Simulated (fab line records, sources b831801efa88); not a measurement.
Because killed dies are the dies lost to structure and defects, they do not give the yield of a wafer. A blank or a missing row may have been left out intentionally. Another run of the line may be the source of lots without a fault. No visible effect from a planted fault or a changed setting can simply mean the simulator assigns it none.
A struck lot beside a sound one    flow sky130    16 out of 708 route steps
Sound: the wafers L351.1, L351.4, L351.5. Struck: wafers L354.2, L354.4. (L354.6 of the same lot was not struck and is left out.) The cause comes at the end.
For every step that has rows: the tool of each side, followed by ch and its chambers, followed by its first start. Under that, the readings that differ: sound wafers    struck wafers    difference of the means    sigmas: that difference in standard deviations of wafers without a fault.
alike: readings with means less than 2 such deviations apart, plus words and numbers identical on both sides. not compared: withheld readings, readings lacking a value on some wafer, bounds such as >300 that could conceal the same value, and numbers that have no deviation in the record and whose values overlap.
Wherever a step has rows on one side only, a row that says differs or no value, or a row with sigmas, the two part there. Numbers that don't overlap but have no deviation are shown without sigmas and don't part them. Lack of a reading on every wafer of one side parts them only where that side has two or more wafers.

SKY_NWELL_RS_MEAS_29: the measuring method here is four-point-probe.
  sound on film_metro-04 at day 7 23:40; struck on film_metro-01 at day 8 17:01
  alike: NWELL_RS
SKY_NWELL_RS_MEAS_31: the measuring method here is four-point-probe.
  sound on film_metro-04 at day 7 23:55; struck on film_metro-01 at day 8 17:16
  alike: PWDE_RS
then, 7 steps without rows for these wafers: SKY_VT_ADJUST_HVTP_DEHYDRATE_00 (time 60 s); SKY_VT_ADJUST_HVTP_HMDS_01 (prime time 60 s); SKY_VT_ADJUST_HVTP_COAT_02 (resist thk 1140 nm); SKY_VT_ADJUST_HVTP_SOFTBAKE_03 (time 60 s); SKY_VT_ADJUST_HVTP_EXPOSE_04 (exposes mask HVTPM, target cd 380 nm); SKY_VT_ADJUST_HVTP_PEB_05; SKY_VT_ADJUST_HVTP_DEVELOP_06 (develop time 60 s).
SKY_VT_ADJUST_HVTP_CD_MEAS_07: the cd target is 380 nm.
  sound on cd_sem-02 at day 8 20:27; struck on cd_sem-02 at day 9 14:46
  alike: cd_nm
SKY_VT_ADJUST_HVTP_OVL_MEAS_08:
  sound on overlay-01 at day 8 20:34; struck on overlay-02 at day 9 14:52
reading                  sound         struck     difference  sigmas
VT_ADJUST_HVTP_OVL (nm)  2.7 0.7 -0.1  -2.0 -1.7  -3.0        -2
SKY_VT_ADJUST_HVTP_IMPLANT_09:
  sound on implanter-01 ch 0, day 8 20:37; struck on implanter-01 ch 0, day 9 14:56
  alike: beam_energy_keV
SKY_VT_ADJUST_HVTP_STRIP_10: strips in O2/N2.
  sound on plasma_asher-03 ch 0,1, day 8 20:46; struck on plasma_asher-01 ch 1, day 9 15:03
  alike: drypump_motor_current_A, n2_flow_sccm, oes_product_au, strip_time_to_endpoint_s
  not compared: rf_hours_counter_h
SKY_VT_ADJUST_HVTP_TW_MEAS_11:
  sound on film_metro-03 at day 8 20:52; struck on film_metro-03 at day 9 15:10
reading            sound           struck     difference  sigmas
VT_ADJUST_HVTP_TW  1367 1370 1373  1308 1317  -58         -5
then, 1 step without rows for these wafers: SKY_VT_ADJUST_LVTN_DEHYDRATE_00 (time 60 s).
-- here the record skips 40 days between the struck wafers' starts before and after, leaving off in module VT_ADJUST_LVTN and picking up in module PAD_OPEN (first step shown: number 708 of the route) --
SKY_PAD_OPEN_PROBE_99:
  sound on prober-01 at day 48 23:19; struck on prober-01 at day 49 08:41
reading                                      sound                 struck       difference  sigmas
model.etest.tip_p.rs_ohm_sq                  6822 6848 6883        6260 6250    -596        
model.etest.tip_p.rs_ohm_sq_range            171.8 213 79.01       630.4 745.1  +533.1      
model.etest.tip_p.rs_ohm_sq_rim_less_centre  -43.94 -134.4 -42.54  344.4 289.3  +390.5      
model.etest.pfet_01v8.r_on_ohm_um            2821 2914 2884        2674 2681    -196        
model.etest.pfet_01v8.drive_ua_um            198.1 191 191.3       225.2 222.3  +30.3       
model.etest.pfet_01v8_mvt.drive_ua_um        154.8 153.1 152.2     182.1 180.4  +27.9       
model.etest.pfet_01v8.drive_ua_um_range      10.86 4.488 8.537     38.97 33.52  +28.28      
model.etest.pfet_01v8_hvt.drive_ua_um        148.5 141.2 143.3     162.4 161    +17.4       
  alike: killed_at_M0_to_M3, killed_at_M4_up, killed_at_contacts, killed_at_front_end, killed_at_other, killed_dies, killed_open, killed_short

## WHERE THEY PART
Earliest at SKY_VT_ADJUST_HVTP_OVL_MEAS_08; latest, in this record, at SKY_VT_ADJUST_HVTP_TW_MEAS_11. Later steps at which nothing parts them and some readings are alike: SKY_PAD_OPEN_PROBE_99.

WHY: what the simulator had put in
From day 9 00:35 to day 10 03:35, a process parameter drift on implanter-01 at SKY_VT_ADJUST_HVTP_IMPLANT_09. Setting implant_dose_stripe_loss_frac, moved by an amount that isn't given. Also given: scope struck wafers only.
